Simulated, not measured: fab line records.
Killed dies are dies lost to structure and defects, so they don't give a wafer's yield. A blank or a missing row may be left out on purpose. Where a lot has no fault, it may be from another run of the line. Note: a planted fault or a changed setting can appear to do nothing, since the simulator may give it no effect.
Which tool was responsible? ; flow sky130 ; 72 wafers from 24 lots sampled at 3 of the route's 708 steps

== WHAT THE GAUGES READ, wafer by wafer ==
SKY_VIA2_OVL_MEAS_13. Usual: VIA2_OVL -1 nm, standard deviation 5.
lot;measured;on;VIA2_OVL (nm);flag
L074;day 37 02:23;overlay-01;-6 -3 -2;
L075;day 37 15:16;overlay-02;-1 -3 -4;
L076;day 37 19:49;overlay-01;-2 4 -1;
L077;day 38 01:19;overlay-01;5 4 4;
L078;day 38 21:52;overlay-02;-8 6 -3;
L079;day 39 02:19;overlay-01;4 5 -2;
L080;day 39 08:05;overlay-02;3 -4 1;
L081;day 39 11:23;overlay-01;9 4 4;
L082;day 40 02:02;overlay-01;-2 -5 3;
L083;day 40 04:28;overlay-01;3 5 2;
L084;day 40 06:41;overlay-02;3 -6 -7;
L085;day 40 10:34;overlay-02;2 -8 -1;
L086;day 40 23:32;overlay-02;-9 -1 -6;
L088;day 41 07:04;overlay-01;9 9 5;
L087;day 41 09:07;overlay-02;-1 -6 3;
L089;day 41 09:28;overlay-01;-1 -7 -9;
L090;day 41 18:34;overlay-01;-5 -3 0;
L091;day 41 22:41;overlay-01;3 2 -3;
L092;day 42 05:31;overlay-02;-4 -1 1;
L093;day 42 12:41;overlay-02;-6 -4 -2;
L094;day 42 15:44;overlay-02;-10 -4 -5;
L095;day 42 22:28;overlay-01;-3 -9 2;
L096;day 43 07:08;overlay-02;8 7 10;
L097;day 43 16:22;overlay-02;-8 -5 1;

== TOOL THAT RAN EACH LOT (tool first, then ch and the chambers of the sampled wafers, then the start) ==
lot;SKY_VIA1_ETCH_15;SKY_METAL2_SPUTTER_02
L074;rie-diel-02 ch 0,2,3, day 34 17:55;pvd-sputter-03, day 34 19:15
L075;rie-diel-02 ch 0,1,3, day 35 03:04;pvd-sputter-02, day 35 08:16
L076;rie-diel-03 ch 2,3, day 35 10:19;pvd-sputter-02, day 35 11:46
L077;rie-diel-04 ch 0,2,3, day 35 16:23;pvd-sputter-01, day 35 17:43
L078;rie-diel-03 ch 0,1,3, day 36 13:17;pvd-sputter-02, day 36 14:37
L079;rie-diel-03 ch 0,1, day 36 17:53;pvd-sputter-02, day 36 19:21
L080;rie-diel-04 ch 0,1,2, day 37 00:40;pvd-sputter-02, day 37 01:59
L081;rie-diel-03 ch 1,2,3, day 37 03:29;pvd-sputter-02, day 37 04:49
L082;rie-diel-03 ch 0,3, day 37 19:32;pvd-sputter-01, day 37 20:52
L083;rie-diel-02 ch 0,1,3, day 37 20:53;pvd-sputter-02, day 37 22:13
L084;rie-diel-03 ch 0,1, day 37 23:38;pvd-sputter-03, day 38 00:58
L085;rie-diel-03 ch 0,2, day 38 04:20;pvd-sputter-01, day 38 05:40
L086;rie-diel-04 ch 0,1,3, day 38 18:17;pvd-sputter-01, day 38 19:37
L088;rie-diel-04 ch 0,2,3, day 39 00:41;pvd-sputter-03, day 39 02:02
L087;rie-diel-03 ch 0,2,3, day 39 02:37;pvd-sputter-01, day 39 04:57
L089;rie-diel-02 ch 1,2, day 39 02:50;pvd-sputter-02, day 39 05:15
L090;rie-diel-04 ch 0,2,3, day 39 12:41;pvd-sputter-01, day 39 14:06
L091;rie-diel-03 ch 0,2,3, day 39 17:17;pvd-sputter-01, day 39 18:39
L092;rie-diel-04 ch 0,1,3, day 40 01:25;pvd-sputter-02, day 40 02:44
L093;rie-diel-02 ch 0,2,3, day 40 07:26;pvd-sputter-03, day 40 08:46
L094;rie-diel-03 ch 1,2,3, day 40 11:05;pvd-sputter-03, day 40 12:26
L095;rie-diel-03 ch 0,2, day 40 18:53;pvd-sputter-01, day 40 20:13
L096;rie-diel-04 ch 0,1,2, day 41 02:32;pvd-sputter-02, day 41 03:52
L097;rie-diel-04 ch 2,3, day 41 12:13;pvd-sputter-01, day 41 14:01
- SKY_VIA1_ETCH_15: etches SiO2 in C4F8/O2/Ar, stops on TiN, target depth 351 nm, time 54 s.
- SKY_METAL2_SPUTTER_02: material AlCu, target thk 250 nm, time 13.3 s.

== WHAT THE TOOLS THEMSELVES READ (means of the sampled wafers that have a number; where no wafer has one, the mark that the record gives instead) ==
SKY_VIA1_ETCH_15. Usual: oes-product-au reads 0.982 a.u. (standard deviation 0.0052).
lot;tool;oes-product-au (a.u.);flag
L074;rie-diel-02;0.983;
L075;rie-diel-02;0.985;
L076;rie-diel-03;0.979;
L077;rie-diel-04;0.984;
L078;rie-diel-03;0.982;
L079;rie-diel-03;0.982;
L080;rie-diel-04;0.984;
L081;rie-diel-03;0.984;
L082;rie-diel-03;0.981;
L083;rie-diel-02;0.980;
L084;rie-diel-03;0.982;
L085;rie-diel-03;0.981;
L086;rie-diel-04;0.982;
L088;rie-diel-04;0.985;
L087;rie-diel-03;0.980;
L089;rie-diel-02;0.983;
L090;rie-diel-04;0.981;
L091;rie-diel-03;0.980;
L092;rie-diel-04;0.988;
L093;rie-diel-02;0.983;
L094;rie-diel-03;0.974;
L095;rie-diel-03;0.983;
L096;rie-diel-04;0.986;
L097;rie-diel-04;0.983;

SKY_METAL2_SPUTTER_02. Usual: throttle-valve-pct reads 29.5 % (standard deviation 1).
lot;tool;throttle-valve-pct (%);flag
L074;pvd-sputter-03;28.9;
L075;pvd-sputter-02;30.0;
L076;pvd-sputter-02;30.0;
L077;pvd-sputter-01;29.6;
L078;pvd-sputter-02;30.6;
L079;pvd-sputter-02;29.9;
L080;pvd-sputter-02;30.5;
L081;pvd-sputter-02;29.8;
L082;pvd-sputter-01;30.1;
L083;pvd-sputter-02;30.3;
L084;pvd-sputter-03;29.2;
L085;pvd-sputter-01;30.1;
L086;pvd-sputter-01;29.4;
L088;pvd-sputter-03;29.1;
L087;pvd-sputter-01;28.8;
L089;pvd-sputter-02;30.2;
L090;pvd-sputter-01;29.3;
L091;pvd-sputter-01;28.5;
L092;pvd-sputter-02;30.5;
L093;pvd-sputter-03;29.1;
L094;pvd-sputter-03;29.4;
L095;pvd-sputter-01;28.8;
L096;pvd-sputter-02;30.1;
L097;pvd-sputter-01;28.7;

== THE ANSWER, worked out from the rows above alone ==
Rule: lot off if the mean of its wafers having a number is beyond 3 standard deviations from the usual mean. Also off: a lot with no number at a reading for which 4 or more lots have one. Where the step has rows for the other lots, those lots are counted as sound. The gauges are gone through in route order, then the tools' own readings, and for those a lot's mean is taken as printed above. At the first step where some lot is off, the reading lying furthest off is the one used; lots without a number count as furthest.
No lot is off on any of the readings shown, so nothing can be concluded from this.

== WHAT THE SIMULATOR HAD INSERTED ==
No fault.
